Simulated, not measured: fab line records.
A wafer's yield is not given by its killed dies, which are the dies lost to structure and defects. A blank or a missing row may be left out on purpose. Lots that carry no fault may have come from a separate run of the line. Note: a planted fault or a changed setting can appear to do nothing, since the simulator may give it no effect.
Lot-split experiment | flow sky130 | 5 lots, 23 wafers read, on a route of 708 steps

== THE SPLIT ==
At SKY_VIA2_HDPCVD_00 (deposits SiO2, target thk 1180 nm, time 196.7 s), the setting timeS was moved away from the recipe's 196.7 s on 9 of the 23 wafers read, by -11.8% to +14.2%. All remaining wafers had this setting at the recipe value.

There is no step in the file separating the split from the reading.

== THE READING ==
Values of VIA2_HDPCVD_THK in nm from SKY_VIA2_THK_MEAS_01. Typical for fault-free wafers on this fab line: 1176 nm, with standard deviation 15 nm.

wafer  | tool, chamber at the split | timeS as run, s | against the recipe | VIA2_HDPCVD_THK, nm | against lot-mates on the recipe
L075.1 | hdpcvd-02, 2               | 218.2           | +10.9%             | 1284                | +100
L075.2 | hdpcvd-02, 0               | 196.7           | recipe             | 1197                | -
L075.3 | hdpcvd-02, 1               | 196.7           | recipe             | 1165                | -
L075.4 | hdpcvd-02, 2               | 218.2           | +10.9%             | 1286                | +102
L075.6 | hdpcvd-02, 0               | 196.7           | recipe             | 1189                | -
L078.1 | hdpcvd-02, 1               | 224.7           | +14.2%             | 1331                | +178
L078.3 | hdpcvd-02, 2               | 196.7           | recipe             | 1141                | -
L078.4 | hdpcvd-02, 0               | 224.7           | +14.2%             | 1349                | +196
L078.5 | hdpcvd-02, 1               | 196.7           | recipe             | 1164                | -
L078.6 | hdpcvd-02, 2               | 224.7           | +14.2%             | 1308                | +156
L079.1 | hdpcvd-02, 0               | 196.7           | recipe             | 1187                | -
L079.2 | hdpcvd-02, 1               | 196.7           | recipe             | 1174                | -
L079.3 | hdpcvd-02, 2               | 187.2           | -4.8%              | 1095                | -81
L079.4 | hdpcvd-02, 0               | 187.2           | -4.8%              | 1137                | -39
L079.5 | hdpcvd-02, 1               | 196.7           | recipe             | 1167                | -
L080.1 | hdpcvd-01, 1               | 196.7           | recipe             | 1186                | -
L080.4 | hdpcvd-01, 1               | 196.7           | recipe             | 1197                | -
L080.5 | hdpcvd-01, 0               | 196.7           | recipe             | 1177                | -
L081.1 | hdpcvd-01, 1               | 196.7           | recipe             | 1208                | -
L081.2 | hdpcvd-01, 0               | 173.4           | -11.8%             | 1044                | -148
L081.4 | hdpcvd-01, 0               | 196.7           | recipe             | 1192                | -
L081.5 | hdpcvd-01, 1               | 173.4           | -11.8%             | 1063                | -129
L081.6 | hdpcvd-01, 2               | 196.7           | recipe             | 1175                | -

FIT RESULTS
A straight line over all 23 wafers: VIA2_HDPCVD_THK changes by +10.5 nm for each +1% of timeS; r = +0.98; the points scatter about the line by 17 nm.
The same after taking each lot's own level away (the mean of its wafers on the recipe; 23 wafers): +11.6 nm for each +1%; r = +0.98; scatter 16 nm.
That fit puts the effect of the largest move of timeS on the reading at 1.7e+02 nm.
From 1152.5 to 1191.7 nm: that is the span of the lots' own levels, equal to 2.6 times the standard deviation above.
So the lot-to-lot level changes the slope little: the two slopes agree.
Check: +161 nm against its lot-mates is what the line predicts for one of the wafers moved furthest among these (+14.2%) when that wafer is left out of the fit. It came out at +178 nm against them.

== THE WHOLE CHAIN: every reading that the file lists as answering this split, in the file's order ==
step                 | what it does                                    | reading                                                                       | change (the file's fit)              | r (the file's)
SKY_VIA2_HDPCVD_00   | deposits SiO2, target thk 1180 nm, time 196.7 s | SiO2_of_VIA2_HDPCVD_00.thkNm (the simulator's own value, which no gauge read) | +11.4 nm for each +1% of the setting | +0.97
SKY_VIA2_THK_MEAS_01 |                                                 | VIA2_HDPCVD_THK                                                               | +11.4 for each +1% of the setting    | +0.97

== THE FILE'S OWN FIT ==
VIA2_HDPCVD_THK changes by +11.4 nm for each +1% of timeS, r = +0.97.
